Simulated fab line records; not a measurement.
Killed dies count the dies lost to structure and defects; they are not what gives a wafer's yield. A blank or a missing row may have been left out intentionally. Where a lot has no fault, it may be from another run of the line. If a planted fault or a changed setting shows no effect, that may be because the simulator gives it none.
Which of the tools did it? || flow gf180mcu || 39 wafers from 13 lots sampled at 5 of the route's 602 steps

== WHAT THE GAUGES READ, wafer by wafer ==
GF_STI_CD_MEAS_12: target cd 220 nm. Usual: cd nm reads 219.7 nm (standard deviation 1.5).
{"lot": "L890", "measured": "day 2 10:29", "on": "cd sem-01", "cd nm (nm)": "218.0 218.0 217.7", "flag": ""}
{"lot": "L892", "measured": "day 2 21:58", "on": "cd sem-01", "cd nm (nm)": "220.2 220.8 221.3", "flag": ""}
{"lot": "L895", "measured": "day 3 13:13", "on": "cd sem-02", "cd nm (nm)": "218.9 218.3 218.9", "flag": ""}
{"lot": "L897", "measured": "day 3 23:39", "on": "cd sem-01", "cd nm (nm)": "218.3 218.4 218.6", "flag": ""}
{"lot": "L900", "measured": "day 4 14:58", "on": "cd sem-01", "cd nm (nm)": "217.5 217.8 218.1", "flag": ""}
{"lot": "L904", "measured": "day 5 13:29", "on": "cd sem-01", "cd nm (nm)": "221.0 221.7 220.5", "flag": ""}
{"lot": "L905", "measured": "day 5 19:16", "on": "cd sem-02", "cd nm (nm)": "219.4 219.5 218.7", "flag": ""}
{"lot": "L906", "measured": "day 5 23:26", "on": "cd sem-02", "cd nm (nm)": "219.3 219.4 220.4", "flag": ""}
{"lot": "L907", "measured": "day 6 03:59", "on": "cd sem-01", "cd nm (nm)": "220.4 220.1 219.9", "flag": ""}
{"lot": "L908", "measured": "day 6 08:00", "on": "cd sem-02", "cd nm (nm)": "220.2 221.7 221.7", "flag": ""}
{"lot": "L909", "measured": "day 6 15:07", "on": "cd sem-01", "cd nm (nm)": "219.4 219.8 220.0", "flag": ""}
{"lot": "L910", "measured": "day 6 20:37", "on": "cd sem-02", "cd nm (nm)": "220.1 221.1 221.3", "flag": ""}
{"lot": "L911", "measured": "day 7 01:21", "on": "cd sem-01", "cd nm (nm)": "217.7 218.0 218.7", "flag": ""}

GF_NWELL_OVL_MEAS_07. Usual: for NWELL_OVL the level is -0.5 nm and the standard deviation is 0.95.
{"lot": "L890", "measured": "day 3 16:51", "on": "overlay-01", "NWELL_OVL (nm)": "-0.2 -2.0 -1.5", "flag": ""}
{"lot": "L892", "measured": "day 4 04:36", "on": "overlay-02", "NWELL_OVL (nm)": "0.8 -0.7 0.2", "flag": ""}
{"lot": "L895", "measured": "day 4 20:57", "on": "overlay-02", "NWELL_OVL (nm)": "-1.1 -1.4 -1.7", "flag": ""}
{"lot": "L897", "measured": "day 5 08:28", "on": "overlay-02", "NWELL_OVL (nm)": "0.6 1.5 0.9", "flag": ""}
{"lot": "L900", "measured": "day 5 23:35", "on": "overlay-02", "NWELL_OVL (nm)": "1.0 -1.1 1.7", "flag": ""}
{"lot": "L904", "measured": "day 7 00:58", "on": "overlay-01", "NWELL_OVL (nm)": "1.4 0.4 0.9", "flag": ""}
{"lot": "L905", "measured": "day 7 07:35", "on": "overlay-01", "NWELL_OVL (nm)": "1.3 0.0 -0.5", "flag": ""}
{"lot": "L906", "measured": "day 7 13:16", "on": "overlay-02", "NWELL_OVL (nm)": "0.0 -0.5 -1.3", "flag": ""}
{"lot": "L907", "measured": "day 7 18:10", "on": "overlay-02", "NWELL_OVL (nm)": "-0.3 -0.8 -0.1", "flag": ""}
{"lot": "L908", "measured": "day 7 20:04", "on": "overlay-01", "NWELL_OVL (nm)": "0.0 -1.7 -0.5", "flag": ""}
{"lot": "L909", "measured": "day 8 03:11", "on": "overlay-02", "NWELL_OVL (nm)": "-1.8 -1.9 -2.0", "flag": ""}
{"lot": "L910", "measured": "day 8 09:12", "on": "overlay-01", "NWELL_OVL (nm)": "-0.6 0.5 -0.6", "flag": ""}
{"lot": "L911", "measured": "day 8 14:08", "on": "overlay-02", "NWELL_OVL (nm)": "-0.3 -1.4 -0.6", "flag": ""}

GF_VT_IMPLANT_RS_MEAS_48: uses a four-point probe to measure. Usual: for LVPWELL_RS the level is 1196 ohm/sq and the standard deviation is 3.6.
{"lot": "L890", "measured": "day 8 00:14", "on": "film metro-03", "LVPWELL_RS (ohm/sq)": "1195 1195 1197", "flag": ""}
{"lot": "L892", "measured": "day 8 14:32", "on": "film metro-01", "LVPWELL_RS (ohm/sq)": "1195 1192 1196", "flag": ""}
{"lot": "L895", "measured": "day 9 09:48", "on": "film metro-04", "LVPWELL_RS (ohm/sq)": "1201 1198 1206", "flag": ""}
{"lot": "L897", "measured": "day 10 03:01", "on": "film metro-03", "LVPWELL_RS (ohm/sq)": "1237 1232 1237", "flag": "OFF"}
{"lot": "L900", "measured": "day 10 20:32", "on": "film metro-01", "LVPWELL_RS (ohm/sq)": "1227 1234 1233", "flag": "OFF"}
{"lot": "L904", "measured": "day 12 04:16", "on": "film metro-04", "LVPWELL_RS (ohm/sq)": "1196 1192 1189", "flag": ""}
{"lot": "L905", "measured": "day 12 12:23", "on": "film metro-01", "LVPWELL_RS (ohm/sq)": "1197 1197 1198", "flag": ""}
{"lot": "L906", "measured": "day 12 18:40", "on": "film metro-01", "LVPWELL_RS (ohm/sq)": "1192 1195 1194", "flag": ""}
{"lot": "L907", "measured": "day 13 00:31", "on": "film metro-03", "LVPWELL_RS (ohm/sq)": "1197 1194 1193", "flag": ""}
{"lot": "L908", "measured": "day 13 04:10", "on": "film metro-03", "LVPWELL_RS (ohm/sq)": "1195 1193 1197", "flag": ""}
{"lot": "L909", "measured": "day 13 13:40", "on": "film metro-04", "LVPWELL_RS (ohm/sq)": "1195 1189 1195", "flag": ""}
{"lot": "L910", "measured": "day 13 18:38", "on": "film metro-04", "LVPWELL_RS (ohm/sq)": "1202 1207 1200", "flag": ""}
{"lot": "L911", "measured": "day 14 02:17", "on": "film metro-04", "LVPWELL_RS (ohm/sq)": "1202 1203 1201", "flag": ""}

== WHAT TOOL EACH LOT RAN ON (gives the tool, then ch and the chambers of the sampled wafers, and finally the start) ==
{"lot": "L890", "GF_NWELL_STRIP_10": "plasma asher-04 ch 0,1, day 3 17:11", "GF_LVPWELL_IMPLANT_08": "implanter-03 ch 0, day 4 06:38"}
{"lot": "L892", "GF_NWELL_STRIP_10": "plasma asher-03 ch 0,1, day 4 04:56", "GF_LVPWELL_IMPLANT_08": "implanter-04 ch 0, day 4 18:40"}
{"lot": "L895", "GF_NWELL_STRIP_10": "plasma asher-01 ch 0,1, day 4 21:17", "GF_LVPWELL_IMPLANT_08": "implanter-03 ch 0, day 5 11:10"}
{"lot": "L897", "GF_NWELL_STRIP_10": "plasma asher-01 ch 0,1, day 5 08:49", "GF_LVPWELL_IMPLANT_08": "implanter-03 ch 0, day 5 23:08"}
{"lot": "L900", "GF_NWELL_STRIP_10": "plasma asher-04 ch 0,1, day 5 23:55", "GF_LVPWELL_IMPLANT_08": "implanter-03 ch 0, day 6 14:38"}
{"lot": "L904", "GF_NWELL_STRIP_10": "plasma asher-03 ch 0,1, day 7 01:19", "GF_LVPWELL_IMPLANT_08": "implanter-02 ch 0, day 7 17:17"}
{"lot": "L905", "GF_NWELL_STRIP_10": "plasma asher-01 ch 0,1, day 7 07:55", "GF_LVPWELL_IMPLANT_08": "implanter-02 ch 0, day 7 23:44"}
{"lot": "L906", "GF_NWELL_STRIP_10": "plasma asher-04 ch 0,1, day 7 13:37", "GF_LVPWELL_IMPLANT_08": "implanter-04 ch 0, day 8 05:10"}
{"lot": "L907", "GF_NWELL_STRIP_10": "plasma asher-01 ch 0,1, day 7 18:31", "GF_LVPWELL_IMPLANT_08": "implanter-02 ch 0, day 8 10:02"}
{"lot": "L908", "GF_NWELL_STRIP_10": "plasma asher-04 ch 0,1, day 7 20:25", "GF_LVPWELL_IMPLANT_08": "implanter-02 ch 0, day 8 12:24"}
{"lot": "L909", "GF_NWELL_STRIP_10": "plasma asher-03 ch 0,1, day 8 03:31", "GF_LVPWELL_IMPLANT_08": "implanter-04 ch 0, day 8 20:00"}
{"lot": "L910", "GF_NWELL_STRIP_10": "plasma asher-03 ch 0,1, day 8 09:32", "GF_LVPWELL_IMPLANT_08": "implanter-02 ch 0, day 9 01:41"}
{"lot": "L911", "GF_NWELL_STRIP_10": "plasma asher-01 ch 0,1, day 8 14:29", "GF_LVPWELL_IMPLANT_08": "implanter-04 ch 0, day 9 07:14"}
- GF_NWELL_STRIP_10: strips in O2/N2.
- GF_LVPWELL_IMPLANT_08

== AS READ BY THE TOOLS THEMSELVES (means over the sampled wafers that have a number; for cases with no such wafer, the mark the record gives instead) ==
GF_NWELL_STRIP_10. Usual: drypump motor current A 5.8 A, standard deviation 0.56; heater power w 340 W, standard deviation 27; n2 flow sccm 300.0 sccm, standard deviation 0.89; oes product au 0.722 a.u., standard deviation 0.0053; strip time to endpoint s 36.95 s, standard deviation 0.11.
{"lot": "L890", "tool": "plasma asher-04", "drypump motor current A (A)": 6.0, "heater power w (W)": 331, "n2 flow sccm (sccm)": 300.4, "oes product au (a.u.)": 0.724, "strip time to endpoint s (s)": 36.80, "flag": ""}
{"lot": "L892", "tool": "plasma asher-03", "drypump motor current A (A)": 5.7, "heater power w (W)": 355, "n2 flow sccm (sccm)": 300.3, "oes product au (a.u.)": 0.724, "strip time to endpoint s (s)": 36.96, "flag": ""}
{"lot": "L895", "tool": "plasma asher-01", "drypump motor current A (A)": 5.7, "heater power w (W)": 343, "n2 flow sccm (sccm)": 300.6, "oes product au (a.u.)": 0.722, "strip time to endpoint s (s)": 37.08, "flag": ""}
{"lot": "L897", "tool": "plasma asher-01", "drypump motor current A (A)": 5.7, "heater power w (W)": 350, "n2 flow sccm (sccm)": 300.0, "oes product au (a.u.)": 0.725, "strip time to endpoint s (s)": 36.89, "flag": ""}
{"lot": "L900", "tool": "plasma asher-04", "drypump motor current A (A)": 6.0, "heater power w (W)": 331, "n2 flow sccm (sccm)": 300.0, "oes product au (a.u.)": 0.724, "strip time to endpoint s (s)": 37.11, "flag": ""}
{"lot": "L904", "tool": "plasma asher-03", "drypump motor current A (A)": 5.2, "heater power w (W)": 321, "n2 flow sccm (sccm)": 299.0, "oes product au (a.u.)": 0.725, "strip time to endpoint s (s)": 36.93, "flag": ""}
{"lot": "L905", "tool": "plasma asher-01", "drypump motor current A (A)": 5.7, "heater power w (W)": 342, "n2 flow sccm (sccm)": 299.8, "oes product au (a.u.)": 0.719, "strip time to endpoint s (s)": 36.93, "flag": ""}
{"lot": "L906", "tool": "plasma asher-04", "drypump motor current A (A)": 6.0, "heater power w (W)": 326, "n2 flow sccm (sccm)": 298.7, "oes product au (a.u.)": 0.725, "strip time to endpoint s (s)": 37.01, "flag": ""}
{"lot": "L907", "tool": "plasma asher-01", "drypump motor current A (A)": 6.2, "heater power w (W)": 358, "n2 flow sccm (sccm)": 299.2, "oes product au (a.u.)": 0.721, "strip time to endpoint s (s)": 36.94, "flag": ""}
{"lot": "L908", "tool": "plasma asher-04", "drypump motor current A (A)": 6.0, "heater power w (W)": 339, "n2 flow sccm (sccm)": 300.3, "oes product au (a.u.)": 0.720, "strip time to endpoint s (s)": 36.96, "flag": ""}
{"lot": "L909", "tool": "plasma asher-03", "drypump motor current A (A)": 5.2, "heater power w (W)": 322, "n2 flow sccm (sccm)": 298.6, "oes product au (a.u.)": 0.717, "strip time to endpoint s (s)": 37.08, "flag": ""}
{"lot": "L910", "tool": "plasma asher-03", "drypump motor current A (A)": 5.2, "heater power w (W)": 321, "n2 flow sccm (sccm)": 300.0, "oes product au (a.u.)": 0.723, "strip time to endpoint s (s)": 36.89, "flag": ""}
{"lot": "L911", "tool": "plasma asher-01", "drypump motor current A (A)": 5.7, "heater power w (W)": 346, "n2 flow sccm (sccm)": 300.1, "oes product au (a.u.)": 0.720, "strip time to endpoint s (s)": 36.98, "flag": ""}

GF_LVPWELL_IMPLANT_08. Usual: beam energy keV reads 170.00 (standard deviation 0.053).
{"lot": "L890", "tool": "implanter-03", "beam energy keV": 170.01, "flag": ""}
{"lot": "L892", "tool": "implanter-04", "beam energy keV": 169.99, "flag": ""}
{"lot": "L895", "tool": "implanter-03", "beam energy keV": 169.95, "flag": ""}
{"lot": "L897", "tool": "implanter-03", "beam energy keV": 146.67, "flag": "OFF"}
{"lot": "L900", "tool": "implanter-03", "beam energy keV": 146.64, "flag": "OFF"}
{"lot": "L904", "tool": "implanter-02", "beam energy keV": 169.99, "flag": ""}
{"lot": "L905", "tool": "implanter-02", "beam energy keV": 169.96, "flag": ""}
{"lot": "L906", "tool": "implanter-04", "beam energy keV": 170.01, "flag": ""}
{"lot": "L907", "tool": "implanter-02", "beam energy keV": 170.04, "flag": ""}
{"lot": "L908", "tool": "implanter-02", "beam energy keV": 170.00, "flag": ""}
{"lot": "L909", "tool": "implanter-04", "beam energy keV": 170.04, "flag": ""}
{"lot": "L910", "tool": "implanter-02", "beam energy keV": 170.02, "flag": ""}
{"lot": "L911", "tool": "implanter-04", "beam energy keV": 169.94, "flag": ""}

== THE ANSWER, worked out from the rows above alone ==
Rule: a lot is off if the mean of its wafers that have a number lies more than 3 standard deviations from the usual mean. Also off: a lot with no number at a reading for which 4 or more lots have one. Any other lot the step has rows for is counted as sound. Order of review: gauges by route order, followed by the tools' own readings, for which a lot's mean as printed above is used. At the first step where some lot is off, the reading lying furthest off is the one used; lots without a number count as furthest.
Off: L897, L900, seen at GF_VT_IMPLANT_RS_MEAS_48 (LVPWELL_RS).
If a tool, at a process step before that reading, ran all the lots that are off and no sound lot after the first of them, it fits. Not tried: the gauges at GF_VT_IMPLANT_RS_MEAS_48; whatever is off there is also off at GF_LVPWELL_IMPLANT_08, on other tools, and gauge error can't account for it. One fits: implanter-03 at GF_LVPWELL_IMPLANT_08. Its last sound lot is L895 (day 5 11:10), its first lot that is off L897 (day 5 23:08): a fault that began between those two fits.
The tool's own readings at GF_LVPWELL_IMPLANT_08 bear it out: on the lots that are off they differ by more than 5 times the standard deviation of the sound lots' means. beam energy keV reads 146.65 there against 170.00 on the sound lots.

== WHAT THE SIMULATOR HAD INSERTED ==
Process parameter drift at GF_LVPWELL_IMPLANT_08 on implanter-03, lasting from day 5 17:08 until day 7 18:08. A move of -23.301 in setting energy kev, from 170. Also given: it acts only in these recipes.
Lots struck among those shown: L897, L900. The rule above reached the same finding.
